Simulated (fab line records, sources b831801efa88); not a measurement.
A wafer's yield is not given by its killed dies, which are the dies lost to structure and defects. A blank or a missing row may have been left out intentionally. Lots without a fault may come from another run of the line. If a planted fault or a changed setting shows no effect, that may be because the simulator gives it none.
Which of the tools did it?    flow sky130    6 lots with 17 wafers sampled at 2 steps, on a route of 708 steps

== WHAT THE GAUGES SHOWED, per wafer ==
SKY_LOCAL_INTERCONNECT_RS_MEAS_01: measures by four-point-probe.
lot   measured      on             LOCAL_INTERCONNECT_TIN_RS (ohm/sq)
L193  day 29 12:38  film-metro-01  14.04 13.88 13.98
L195  day 30 10:20  film-metro-04  14.16 14.13 14.12
L198  day 31 06:22  film-metro-04  13.90 13.81 13.95
L199  day 31 17:17  film-metro-04  14.11 14.17 14.11
L208  day 35 00:32  film-metro-01  13.43 14.28
L210  day 35 08:22  film-metro-03  14.22 14.21 14.18

== TOOL THAT RAN EACH LOT (tool first, then ch and the chambers of the sampled wafers, then the start) ==
lot   SKY_LOCAL_INTERCONNECT_SPUTTER_00
L193  pvd-sputter-03, day 29 12:31
L195  pvd-sputter-03, day 30 10:14
L198  pvd-sputter-04, day 31 06:17
L199  pvd-sputter-04, day 31 17:13
L208  pvd-sputter-04, day 35 00:28
L210  pvd-sputter-01, day 35 08:16
- SKY_LOCAL_INTERCONNECT_SPUTTER_00: material TiN, target thk 100 nm, time 83.3 s.

== THE ANSWER, worked out from the rows above alone ==
Rule: usual is defined by the lots themselves. The widest of any qualifying gaps counts: lots, ordered by their means at a reading, are off when they make up no more than a third of the lots, leave a main group of 4 or more, and stand apart from it by 3 or more times the standard deviation of that group's means. Not used: any main group whose means are identical at the precision the tables above print for the reading. Also off: a lot with no number at a reading for which 4 or more lots have one. Where the step has rows for the other lots, those lots are counted as sound.
None of the lots is off at any reading shown; this tells nothing.

== WHAT WAS PUT IN BY THE SIMULATOR ==
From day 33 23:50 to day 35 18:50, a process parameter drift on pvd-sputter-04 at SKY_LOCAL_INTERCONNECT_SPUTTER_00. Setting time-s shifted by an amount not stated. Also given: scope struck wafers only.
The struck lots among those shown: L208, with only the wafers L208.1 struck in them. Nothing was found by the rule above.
